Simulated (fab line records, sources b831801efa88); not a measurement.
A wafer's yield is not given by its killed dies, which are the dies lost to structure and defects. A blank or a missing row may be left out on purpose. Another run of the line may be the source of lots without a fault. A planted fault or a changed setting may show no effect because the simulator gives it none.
fab line records -- flow sky130
record: lots: 12, wafers: 33, lastDay: 50
route steps=708 shown SONOS_ONO@169 VIA1@473 METAL2@487 VIA3@587
lots that met no fault: taken from a fault-free run of the same line
startH: start of the lot's first displayed wafer, in hours after the record's first day -- waitH: hours since the lot's step before -- " identical to the entry in the row above -- L1.1+2: one row covering several wafers at once -- - either no value or no given start -- * or withheld: withheld -- < > ~ a bound
route shown NAME@n: names a module that has steps shown in the file, with the first one's number in the route -- usual: the fault-free wafers' mean and standard deviation -- same: alike in all rows -- chamber/n: place in a boat -- sites: each site's reading -- _std_site: their standard deviation -- _edge_site: inner sites' mean taken away from outer sites' mean -- radiusMm: how far each site lies from the wafer's centre -- mask NAME#n: copy n -- behind: the tool/chamber that last shaped the wafer -- hold: reason for holding the lot/hours on hold/outcome of the hold -- device: the transistor (n, p or np) that didn't switch -- end of line: the tests these same wafers got at the end of their route -- a step without rows: its recipe alone -- killed: dies lost to structure and defects at the first sort, not the wafer's yield -- map: shows each die of a wafer: x if killed, . if not, _ if none is there
set.NAME: setting as actually run; set.NAME@STEP: the setting as run at that earlier step -- model.NAME: the simulator's own value behind a step, which no gauge read
the route's steps for a sample of lots (tables are steps, rows are wafers)
services: when a tool's chamber went out of use (startH, in hours from the record's first day, below 0 if earlier), for how many hours, and the reason
== steps ==
step: SKY_SONOS_ONO_THK_MEAS_01
recipe: reads: SiO2_of_SONOS_ONO_OXIDATION_00
usual: SONOS_ONO_OXIDATION_THK: 2.60/0.053
lot.wafer,tool,chamber,startH,waitH,SONOS_ONO_OXIDATION_THK[nm]
L242.2,filmMetro-02,-,265.71,0.0,2.56
L242.4,filmMetro-02,-,265.71,0.0,2.69
L242.5,filmMetro-02,-,265.71,0.0,2.52
L243.4,filmMetro-01,-,265.73,0.0,2.65
L243.5,filmMetro-01,-,265.73,0.0,2.61
L243.6,filmMetro-01,-,265.73,0.0,2.59
L245.4,filmMetro-01,-,279.26,0.0,2.61
L245.6,filmMetro-01,-,279.26,0.0,2.62
L246.2,filmMetro-03,-,295.25,0.0,2.73
L246.6,filmMetro-03,-,295.25,0.0,2.73
L249.2,filmMetro-03,-,310.06,0.0,2.59
L249.4,filmMetro-03,-,310.06,0.0,2.61
L257.1,filmMetro-03,-,387.08,0.0,2.61
L257.2,filmMetro-03,-,387.08,0.0,2.62
L257.5,filmMetro-03,-,387.08,0.0,2.64
L258.2,filmMetro-02,-,387.09,0.0,2.59
L258.3,filmMetro-02,-,387.09,0.0,2.62
L258.6,filmMetro-02,-,387.09,0.0,2.57
L259.3,filmMetro-01,-,399.19,0.0,2.64
L259.4,filmMetro-01,-,399.19,0.0,2.68
L259.6,filmMetro-01,-,399.19,0.0,2.64
L260.2,filmMetro-02,-,405.48,0.0,2.54
L260.5,filmMetro-02,-,405.48,0.0,2.62
L260.6,filmMetro-02,-,405.48,0.0,2.59
L261.1,filmMetro-03,-,406.82,0.0,2.62
L261.5,filmMetro-03,-,406.82,0.0,2.48
L261.6,filmMetro-03,-,406.82,0.0,2.60
L263.1,filmMetro-02,-,424.17,0.0,2.56
L263.2,filmMetro-02,-,424.17,0.0,2.53
L263.4,filmMetro-02,-,424.17,0.0,2.53
L264.2,filmMetro-02,-,433.97,0.0,2.57
L264.4,filmMetro-02,-,433.97,0.0,2.56
L264.6,filmMetro-02,-,433.97,0.0,2.54
step: SKY_VIA1_ETCH_15
recipe: target: SiO2, chemistry: C4F8/O2/Ar, targetDepthNm: 351, stopOn: TiN, maskMaterial: KrF-thick, sourceW: 1500, biasW: 1200, pressureMtorr: 40, c4f8FlowSccm: withheld, O2_flow_sccm: 6, Ar_flow_sccm: 300, timeS: 54
usual: oesProductAu: 0.979/0.0064
lot.wafer,tool,chamber,startH,waitH,oesProductAu,rfHoursCounterH
L242.2,rieDiel-04,0,802.54,0.0,0.972,15
L242.4,rieDiel-04,3,802.54,0.0,0.979,-
L242.5,rieDiel-04,1,802.54,0.0,0.980,-
L243.4,rieDiel-04,3,806.49,0.0,0.977,11
L243.5,rieDiel-04,2,806.49,0.0,0.971,-
L243.6,rieDiel-04,3,806.49,0.0,0.979,-
L245.4,rieDiel-02,0,816.11,0.0,0.981,-
L245.6,rieDiel-02,3,816.11,0.0,0.979,-
L246.2,rieDiel-04,0,833.29,0.0,0.968,15
L246.6,rieDiel-04,2,833.29,0.0,0.975,-
L249.2,rieDiel-04,1,849.59,0.0,0.977,3
L249.4,rieDiel-04,0,849.59,0.0,0.970,15
L257.1,rieDiel-04,0,917.11,0.0,0.973,18
L257.2,rieDiel-04,2,917.11,0.0,0.974,21
L257.5,rieDiel-04,2,917.11,0.0,0.983,-
L258.2,rieDiel-01,3,920.36,0.0,0.979,17
L258.3,rieDiel-01,1,920.36,0.0,0.980,22
L258.6,rieDiel-01,3,920.36,0.0,0.979,-
L259.3,rieDiel-04,1,928.21,0.0,0.976,6
L259.4,rieDiel-04,0,928.21,0.0,0.976,18
L259.6,rieDiel-04,2,928.21,0.0,0.973,-
L260.2,rieDiel-01,3,933.44,0.0,0.994,18
L260.5,rieDiel-01,3,933.44,0.0,0.980,-
L260.6,rieDiel-01,2,933.44,0.0,0.988,-
L261.1,rieDiel-04,0,934.85,0.0,0.973,19
L261.5,rieDiel-04,2,934.85,0.0,0.977,-
L261.6,rieDiel-04,1,934.85,0.0,0.985,-
L263.1,rieDiel-01,3,951.76,0.0,0.984,18
L263.2,rieDiel-01,1,951.76,0.0,0.977,23
L263.4,rieDiel-01,1,951.76,0.0,0.973,-
L264.2,rieDiel-02,3,959.39,0.0,0.983,9
L264.4,rieDiel-02,0,959.39,0.0,0.980,-
L264.6,rieDiel-02,2,959.39,0.0,0.978,-
step: SKY_METAL2_SPUTTER_04
recipe: material: TiN, targetThkNm: 70, powerW: 6500, timeS: 58.3, chamberPressurePa: 0.4
usual: cathodeDcPowerW: 6499.9/1.1, throttleValvePct: 29.8/0.95
lot.wafer,tool,chamber,startH,waitH,cathodeDcPowerW,throttleValvePct
L242.2,pvdSputter-03,-,803.94,0.0,6501.3,30.9
L242.4,pvdSputter-03,-,803.94,0.0,6499.5,29.0
L242.5,pvdSputter-03,-,803.94,0.0,6499.3,29.6
L243.4,pvdSputter-04,-,807.86,0.0,6498.4,29.9
L243.5,pvdSputter-04,-,807.86,0.0,6503.0,28.9
L243.6,pvdSputter-04,-,807.86,0.0,6499.1,30.0
L245.4,pvdSputter-03,-,817.46,0.0,6499.5,30.6
L245.6,pvdSputter-03,-,817.46,0.0,6498.4,30.6
L246.2,pvdSputter-03,-,834.70,0.0,6498.1,29.8
L246.6,pvdSputter-03,-,834.70,0.0,6500.6,27.9
L249.2,pvdSputter-03,-,850.96,0.0,6500.7,29.5
L249.4,pvdSputter-03,-,850.96,0.0,6501.3,30.9
L257.1,pvdSputter-03,-,918.57,0.0,6499.4,29.1
L257.2,pvdSputter-03,-,918.57,0.0,6499.2,28.2
L257.5,pvdSputter-03,-,918.57,0.0,6499.4,30.6
L258.2,pvdSputter-04,-,921.73,0.0,6500.9,29.7
L258.3,pvdSputter-04,-,921.73,0.0,6501.0,29.4
L258.6,pvdSputter-04,-,921.73,0.0,6500.1,29.3
L259.3,pvdSputter-03,-,929.70,0.0,6501.0,30.6
L259.4,pvdSputter-03,-,929.70,0.0,6501.3,27.9
L259.6,pvdSputter-03,-,929.70,0.0,6502.3,30.7
L260.2,pvdSputter-03,-,934.86,0.0,6497.8,28.4
L260.5,pvdSputter-03,-,934.86,0.0,6498.6,30.0
L260.6,pvdSputter-03,-,934.86,0.0,6499.4,29.1
L261.1,pvdSputter-04,-,936.25,0.0,6500.6,29.5
L261.5,pvdSputter-04,-,936.25,0.0,6500.5,29.6
L261.6,pvdSputter-04,-,936.25,0.0,6499.8,29.9
L263.1,pvdSputter-03,-,953.13,0.0,6500.0,30.7
L263.2,pvdSputter-03,-,953.13,0.0,6500.1,29.6
L263.4,pvdSputter-03,-,953.13,0.0,6499.9,29.2
L264.2,pvdSputter-03,-,960.79,0.0,6498.9,30.7
L264.4,pvdSputter-03,-,960.79,0.0,6499.5,30.8
L264.6,pvdSputter-03,-,960.79,0.0,6501.7,28.1
step: SKY_METAL2_THK_MEAS_06
recipe: thkMeasGauge: xrf, reads: AlCu_of_METAL2_SPUTTER_02
usual: METAL2_ALCU_THK: 247/3.2
lot.wafer,tool,chamber,startH,waitH,METAL2_ALCU_THK[nm]
L242.2,filmMetro-04,-,804.12,0.1,245
L242.4,filmMetro-04,-,804.12,0.1,243
L242.5,filmMetro-04,-,804.12,0.1,245
L243.4,filmMetro-04,-,808.05,0.1,248
L243.5,filmMetro-04,-,808.05,0.1,248
L243.6,filmMetro-04,-,808.05,0.1,247
L245.4,filmMetro-01,-,817.65,0.1,264
L245.6,filmMetro-01,-,817.65,0.1,262
L246.2,filmMetro-04,-,834.88,0.1,247
L246.6,filmMetro-04,-,834.88,0.1,263
L249.2,filmMetro-01,-,851.13,0.1,247
L249.4,filmMetro-01,-,851.13,0.1,264
L257.1,filmMetro-04,-,918.74,0.1,249
L257.2,filmMetro-04,-,918.74,0.1,250
L257.5,filmMetro-04,-,918.74,0.1,248
L258.2,filmMetro-04,-,921.91,0.1,246
L258.3,filmMetro-04,-,921.91,0.1,246
L258.6,filmMetro-04,-,921.91,0.1,245
L259.3,filmMetro-02,-,929.89,0.1,247
L259.4,filmMetro-02,-,929.89,0.1,250
L259.6,filmMetro-02,-,929.89,0.1,247
L260.2,filmMetro-02,-,935.04,0.1,253
L260.5,filmMetro-02,-,935.04,0.1,252
L260.6,filmMetro-02,-,935.04,0.1,249
L261.1,filmMetro-01,-,936.42,0.1,249
L261.5,filmMetro-01,-,936.42,0.1,248
L261.6,filmMetro-01,-,936.42,0.1,248
L263.1,filmMetro-02,-,953.30,0.1,247
L263.2,filmMetro-02,-,953.30,0.1,245
L263.4,filmMetro-02,-,953.30,0.1,246
L264.2,filmMetro-04,-,960.97,0.1,242
L264.4,filmMetro-04,-,960.97,0.1,241
L264.6,filmMetro-04,-,960.97,0.1,244
step: SKY_VIA3_ETCH_14
recipe: chemistry: N2/H2, target: BARC, ionEnergyEv: 200, sourceW: 500, biasW: 100, pressureMtorr: 30, n2FlowSccm: 100, h2FlowSccm: 200, stopOn: SiO2, timeS: 45.9, targetDepthA: 600
usual: drypumpMotorCurrentA: 5.8/0.39, oesProductAu: 0.855/0.0047, throttleValvePct: 13.224/0.0083
lot.wafer,tool,chamber,startH,waitH,drypumpMotorCurrentA,oesProductAu,rfHoursCounterH,throttleValvePct
L242.2,rieDiel-03,0,939.68,0.0,5.2,0.856,11,13.217
L242.4,rieDiel-03,3,939.68,0.0,6.2,0.863,27,13.211
L242.5,rieDiel-03,3,939.68,0.0,6.2,0.852,-,13.229
L243.4,rieDiel-03,0,942.62,0.0,5.2,0.862,11,13.216
L243.5,rieDiel-03,2,942.62,0.0,6.2,0.861,-,13.211
L243.6,rieDiel-03,3,942.62,0.0,6.2,0.862,-,13.226
L245.4,rieDiel-03,1,950.35,0.0,5.8,0.843,6,13.217
L245.6,rieDiel-03,0,950.35,0.0,5.2,0.853,-,13.231
L246.2,rieDiel-04,3,966.50,0.0,6.3,0.861,15,13.234
L246.6,rieDiel-04,3,966.50,0.0,6.3,0.856,-,13.233
L249.2,rieDiel-03,3,980.77,0.0,6.2,0.860,28,13.221
L249.4,rieDiel-03,0,980.77,0.0,5.2,0.857,13,13.215
L257.1,rieDiel-03,1,1040.77,0.0,5.8,0.859,9,13.225
L257.2,rieDiel-03,0,1040.77,0.0,5.2,0.848,15,13.236
L257.5,rieDiel-03,0,1040.77,0.0,5.2,0.859,-,13.234
L258.2,rieDiel-04,3,1043.52,0.0,6.2,0.856,18,13.218
L258.3,rieDiel-04,2,1043.52,0.0,5.4,0.852,26,13.216
L258.6,rieDiel-04,2,1043.52,0.0,5.4,0.845,-,13.239
L259.3,rieDiel-03,3,1050.92,0.0,6.2,0.846,1,13.217
L259.4,rieDiel-03,1,1050.92,0.0,5.8,0.853,10,13.241
L259.6,rieDiel-03,1,1050.92,0.0,5.8,0.856,-,13.217
L260.2,rieDiel-04,0,1054.88,0.0,5.6,0.852,23,13.236
L260.5,rieDiel-04,3,1054.88,0.0,6.3,0.846,-,13.231
L260.6,rieDiel-04,2,1054.88,0.0,5.4,0.851,-,13.219
L261.1,rieDiel-01,1,1055.00,0.0,5.4,0.861,26,13.232
L261.5,rieDiel-01,1,1055.00,0.0,5.4,0.854,-,13.221
L261.6,rieDiel-01,0,1055.00,0.0,5.7,0.857,-,13.229
L263.1,rieDiel-03,1,1071.75,0.0,5.8,0.855,11,13.223
L263.2,rieDiel-03,2,1071.75,0.0,6.3,0.859,23,13.226
L263.4,rieDiel-03,3,1071.75,0.0,6.2,0.851,2,13.227
L264.2,rieDiel-01,0,1077.83,0.0,5.7,0.855,3,13.225
L264.4,rieDiel-01,0,1077.83,0.0,5.7,0.852,-,13.219
L264.6,rieDiel-01,1,1077.83,0.0,5.4,0.856,-,13.219
== services ==
tool,chamber,startH,hours,kind
rieDiel-03,-,793.81,2.8,pm
rieDiel-04,2,799.75,5.8,repair
rieDiel-04,0,810.64,12.0,repair
rieDiel-03,0,811.79,8.6,repair
rieDiel-01,-,814.46,0.8,repair
rieDiel-03,2,815.05,8.0,repair
rieDiel-03,1,831.21,10.0,repair
rieDiel-01,0,875.66,63.3,repair
rieDiel-04,-,888.51,1.7,repair
rieDiel-04,3,894.24,13.2,repair
rieDiel-01,-,898.31,15.6,pm
rieDiel-01,2,926.76,5.8,repair
rieDiel-01,1,927.84,7.1,repair
pvdSputter-04,-,931.62,4.3,repair
rieDiel-04,3,940.00,16.2,repair
rieDiel-04,1,944.27,45.8,repair
rieDiel-04,-,960.90,0.2,repair
pvdSputter-03,-,969.41,24.1,repair
rieDiel-04,0,974.19,5.4,repair
rieDiel-03,3,986.10,3.6,repair
rieDiel-01,1,995.48,9.3,repair
rieDiel-01,2,1015.28,5.0,repair
rieDiel-03,3,1022.17,11.0,repair
rieDiel-04,0,1058.53,6.8,repair
== key ==
firstSign: step: SKY_METAL2_THK_MEAS_06, reading: METAL2_ALCU_THK, direction: up, sigmas: 4.9, usual: 247, struck: 263
effect none on later readings
metAt SKY_METAL2_SPUTTER_04
struckLots L245,L246,L249
struckWafers L245.4,L245.6,L246.6,L249.4
notActingAt SKY_SONOS_ONO_THK_MEAS_01,SKY_VIA1_ETCH_15,SKY_VIA3_ETCH_14
onsetBetween 803.94 817.46
fault: kind: processParameterDrift, tool: pvdSputter-03, chamber: -, onsetH: 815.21, steps: SKY_METAL2_SPUTTER_04, channel: targetThkNm, offset: -30.215, shape: step, endH: 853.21, scope: struckWafersOnly, actsIn: theseRecipesOnly, stated: 70
